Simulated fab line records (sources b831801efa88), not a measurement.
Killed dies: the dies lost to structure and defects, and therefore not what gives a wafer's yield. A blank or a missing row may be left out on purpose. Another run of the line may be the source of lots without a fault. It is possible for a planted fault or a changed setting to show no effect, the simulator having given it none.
What tool caused it?	flow gf180mcu	33 wafers from 11 lots sampled at 4 of the route's 602 steps

== WHAT EACH GAUGE READ, for each wafer ==
GF_PSD_RS_MEAS_14: measurement is done with a four-point probe. Usual: NSD_RS gives 46.16 ohm/sq (standard deviation 0.071).
lot	measured	on	NSD_RS (ohm/sq)	flag
L191	day 15 12:35	film_metro-04	46.21 46.10 46.18	
L194	day 16 14:17	film_metro-04	46.11 46.04 46.17	
L192	day 16 15:18	film_metro-01	46.20 46.19 46.26	
L193	day 16 16:05	film_metro-01	46.26 46.24 46.08	
L196	day 17 14:34	film_metro-04	46.13 46.16 46.22	
L203	day 20 08:34	film_metro-02	46.05 46.18 46.12	
L204	day 20 14:58	film_metro-01	46.51 46.41 46.38	OFF
L206	day 21 06:41	film_metro-04	46.45 46.52 46.41	OFF
L207	day 21 07:36	film_metro-04	46.14 46.05 46.04	
L209	day 22 02:55	film_metro-01	46.23 46.21 46.38	
L210	day 22 10:47	film_metro-04	46.08 46.19 46.11	

GF_CONTACT_THK_MEAS_03. Usual: CONTACT_CVD_02_THK gives 863 nm (standard deviation 12).
lot	measured	on	CONTACT_CVD_02_THK (nm)	flag
L191	day 16 11:27	film_metro-03	850 868 848	
L194	day 17 14:10	film_metro-01	857 872 874	
L192	day 17 15:19	film_metro-01	855 858 857	
L193	day 17 16:01	film_metro-02	854 870 858	
L196	day 18 15:29	film_metro-03	853 862 878	
L203	day 21 09:41	film_metro-02	845 862 874	
L204	day 21 16:09	film_metro-03	846 855 856	
L206	day 22 07:42	film_metro-03	858 848 872	
L207	day 22 08:50	film_metro-01	852 888 868	
L209	day 23 03:38	film_metro-03	856 851 846	
L210	day 23 10:43	film_metro-02	866 882 877	

== EACH LOT AND THE TOOL THAT RAN IT (in order: tool; ch and the chambers of the sampled wafers; start) ==
lot	GF_NSD_IMPLANT_09	GF_NSD_STRIP_11
L191	implanter-04 ch 0, day 14 14:05	plasma_asher-01 ch 0,1, day 14 14:21
L194	implanter-03 ch 0, day 15 14:53	plasma_asher-03 ch 0,1, day 15 15:11
L192	implanter-02 ch 0, day 15 16:30	plasma_asher-01 ch 0,1, day 15 16:45
L193	implanter-03 ch 0, day 15 16:43	plasma_asher-04 ch 0,1, day 15 16:59
L196	implanter-03 ch 0, day 16 15:17	plasma_asher-04 ch 0,1, day 16 15:34
L203	implanter-03 ch 0, day 19 07:35	plasma_asher-03 ch 0,1, day 19 07:52
L204	implanter-03 ch 0, day 19 14:15	plasma_asher-04 ch 0,1, day 19 14:33
L206	implanter-03 ch 0, day 20 05:41	plasma_asher-01 ch 0,1, day 20 05:57
L207	implanter-04 ch 0, day 20 06:40	plasma_asher-01 ch 0,1, day 20 06:57
L209	implanter-04 ch 0, day 21 02:14	plasma_asher-04 ch 0,1, day 21 02:32
L210	implanter-04 ch 0, day 21 10:04	plasma_asher-04 ch 0,1, day 21 10:22
- GF_NSD_IMPLANT_09
- GF_NSD_STRIP_11: strips in O2/N2.

== AS READ BY THE TOOLS THEMSELVES (means over the sampled wafers that have a number; for cases with no such wafer, the mark the record gives instead) ==
GF_NSD_IMPLANT_09. Usual: 4e+15 for dose_ions_cm2, sd 3.8e+12.
lot	tool	dose_ions_cm2	flag
L191	implanter-04	4e+15	
L194	implanter-03	4e+15	
L192	implanter-02	4e+15	
L193	implanter-03	4e+15	
L196	implanter-03	4e+15	
L203	implanter-03	4e+15	
L204	implanter-03	4e+15	
L206	implanter-03	4e+15	
L207	implanter-04	4e+15	
L209	implanter-04	4e+15	
L210	implanter-04	4e+15	

GF_NSD_STRIP_11. Usual: drypump_motor_current_A 5.55 A, standard deviation 0.24; heater_power_w 332 W, standard deviation 21; o2_flow_sccm 3001 sccm, standard deviation 9.2; oes_product_au 0.487 a.u., standard deviation 0.0043; strip_time_to_endpoint_s 22.96 s, standard deviation 0.038.
lot	tool	drypump_motor_current_A (A)	heater_power_w (W)	o2_flow_sccm (sccm)	oes_product_au (a.u.)	strip_time_to_endpoint_s (s)	flag
L191	plasma_asher-01	5.71	324	3007	0.489	22.95	
L194	plasma_asher-03	5.77	358	3004	0.491	22.99	
L192	plasma_asher-01	5.47	319	3002	0.490	22.96	
L193	plasma_asher-04	5.41	330	3000	0.483	22.90	
L196	plasma_asher-04	5.40	319	2994	0.488	22.96	
L203	plasma_asher-03	5.77	354	3006	0.486	22.98	
L204	plasma_asher-04	5.41	330	2996	0.483	22.81	OFF
L206	plasma_asher-01	5.69	330	3002	0.489	22.80	OFF
L207	plasma_asher-01	5.69	327	3004	0.487	22.98	
L209	plasma_asher-04	5.43	326	3005	0.490	22.94	
L210	plasma_asher-04	5.42	326	2987	0.489	22.92	

== THE ANSWER, worked out from the rows above alone ==
Rule: take the mean of a lot's wafers that have a number; if it is more than 3 standard deviations from the usual mean, the lot is off. Also off: a lot with no number at a reading for which 4 or more lots have one. Where the step has rows for the other lots, those lots are counted as sound. Order of review: gauges by route order, followed by the tools' own readings, for which a lot's mean as printed above is used. At the first step where some lot is off, the reading lying furthest off is the one used; lots without a number count as furthest.
Off: at GF_PSD_RS_MEAS_14 (NSD_RS), L204, L206.
A tool fits if, at a process step before that reading, it ran every lot that is off, and no sound lot after the first of them. The gauges at GF_PSD_RS_MEAS_14 aren't tried: what is off there is off at GF_NSD_STRIP_11 too, on other tools, and a gauge's error can't cause that. One fits: implanter-03 at GF_NSD_IMPLANT_09. Its last sound lot is L203 (day 19 07:35), its first lot that is off L204 (day 19 14:15): a fault that began between those two fits.

== WHAT THE SIMULATOR HAD PUT IN ==
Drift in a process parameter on implanter-03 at GF_NSD_IMPLANT_09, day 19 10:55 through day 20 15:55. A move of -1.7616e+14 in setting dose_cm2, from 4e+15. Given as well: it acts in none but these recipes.
Lots struck among those shown: L204, L206. This agrees with what the rule above found.
